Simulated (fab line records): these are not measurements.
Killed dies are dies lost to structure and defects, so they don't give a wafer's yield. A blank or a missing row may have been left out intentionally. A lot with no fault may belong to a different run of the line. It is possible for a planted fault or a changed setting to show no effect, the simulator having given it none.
Chamber matching    flow sky130    4 sister chambers for SKY_LI_CONTACT_CMP_02 on cmp-01
The step polishes PSG. 8 wafers are shown with their chamber, then 8 later ones without.

## EACH WAFER AND ITS CHAMBER
wafer   chamber  motor current A (A)  time to endpoint s (s)
L433.5  1        10.7                 31.8
L439.1  0        11.7                 32.4
L439.3  3        11.9                 33.1
L439.5  2        13.5                 29.8
L440.2  1        10.7                 35.6
L440.5  3        12.3                 35.0
L440.6  0        11.8                 30.8
L443.2  2        14.1                 31.7

## WAFERS WITHOUT THEIR CHAMBER
wafer   motor current A (A)  time to endpoint s (s)
L443.3  10.7                 35.6
L443.5  11.3                 31.5
L444.1  10.8                 29.4
L444.4  12.2                 32.9
L444.5  14.0                 28.8
L445.3  11.3                 37.3
L445.5  11.7                 34.2
L445.6  10.6                 32.6

## THE CHAMBER EACH PASSED THROUGH
wafer   from the rows above           in truth
L443.3  1                             1
L443.5  can't be placed: 0 or 1 or 3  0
L444.1  can't be placed: 1 or 0       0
L444.4  can't be placed: 3 or 0       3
L444.5  2                             2
L445.3  can't be placed: 1 or 3 or 0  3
L445.5  can't be placed: 0 or 3       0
L445.6  1                             1
Correctly placed: 3 of 8. From these rows, 5 cannot be placed; in 5 the true chamber is one of the candidates. Placed wrongly: 0.
How it was worked out, from the rows above alone: a wafer's distance from a chamber is the root of the sum, over the readings, of the square of ((its reading less the chamber's mean) divided by the reading's scatter). The wafer belongs to the nearest chamber; if the next one is less than 2 further off, it can't be placed. A chamber's mean is the mean of its shown wafers. The scatter is the square root of a quotient: the sum, over the shown wafers, of each reading's squared deviation from its chamber's mean, divided by wafers minus chambers.
